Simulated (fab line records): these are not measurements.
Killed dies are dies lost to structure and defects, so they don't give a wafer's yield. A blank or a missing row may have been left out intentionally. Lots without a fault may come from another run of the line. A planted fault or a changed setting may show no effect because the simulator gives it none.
2 desks looking at one fault | flow gf180mcu | only its own numbers are on each desk; what lay behind them is given at the end

FROM THE METROLOGY DESK
Means of the sampled wafers that have a number, per lot and without regard to the tool the lot ran on: this is what the gauges read. If a lot's mean is further than 4 standard deviations from the usual mean, the lot is out of limits and carries the mark OUT (the distance appears in the brackets).
Columns: A = VT_IMPLANT_03_OVL at GF_VT_IMPLANT_OVL_MEAS_40, usual -0.6 nm; B = HV_LDD_01_OVL at GF_HV_LDD_OVL_MEAS_20, usual -0.1 nm
lot  | first seen here | A    | B
L906 | day 7 17:53     | -0.1 | -2.0
L907 | day 8 05:19     | -1.8 | 1.7
L908 | day 8 09:16     | 0.9  | 0.1
L909 | day 8 16:43     | 0.8  | -1.1
L910 | day 9 00:32     | -2.2 | -0.7
L911 | day 9 06:01     | -2.9 | -0.7
L914 | day 10 06:31    | 0.8  | 0.6
L915 | day 10 06:52    | 0.1  | 1.5
L918 | day 11 04:08    | -0.1 | -1.5
L925 | day 13 02:17    | -1.7 | -0.3
This desk's finding: nothing out of limits on any of the 10 lots.

THE TOOL OWNER'S DESK: rie-diel-01
The tool's own readings at GF_STI_ETCH_13 (etches the open film in CHF3/O2, stops on Si, target depth 282.31 nm, time 112.9 s): means of the sampled wafers that have a number, for each lot that ran on this tool. If a lot's mean is further than 4 standard deviations from the usual mean, the lot is out of limits and carries the mark OUT (the distance appears in the brackets).
Columns: A = O2_flow_sccm at GF_STI_ETCH_13, usual 5.002 sccm; B = bias-w at GF_STI_ETCH_13, usual 200.0 W; C = drypump-motor-current-A at GF_STI_ETCH_13, usual 5.8 A; D = oes-product-au at GF_STI_ETCH_13, usual 0.830 a.u.; E = throttle-valve-pct at GF_STI_ETCH_13, usual 8.810 %
lot  | first seen here | A     | B     | C   | D     | E
L906 | day 2 05:54     | 5.007 | 199.5 | 5.6 | 0.834 | 8.808
L910 | day 3 03:30     | 5.010 | 200.0 | 5.6 | 0.829 | 8.816
L911 | day 3 09:23     | 5.015 | 199.4 | 5.6 | 0.831 | 8.810
L915 | day 4 04:47     | 5.001 | 199.7 | 5.6 | 0.828 | 8.802
This desk's finding: nothing out of limits on any of the 4 lots.

PUT TOGETHER
The metrology desk saw nothing out of limits.
The desk of the tool owner found nothing out of limits.

WHAT WAS PUT IN BY THE SIMULATOR
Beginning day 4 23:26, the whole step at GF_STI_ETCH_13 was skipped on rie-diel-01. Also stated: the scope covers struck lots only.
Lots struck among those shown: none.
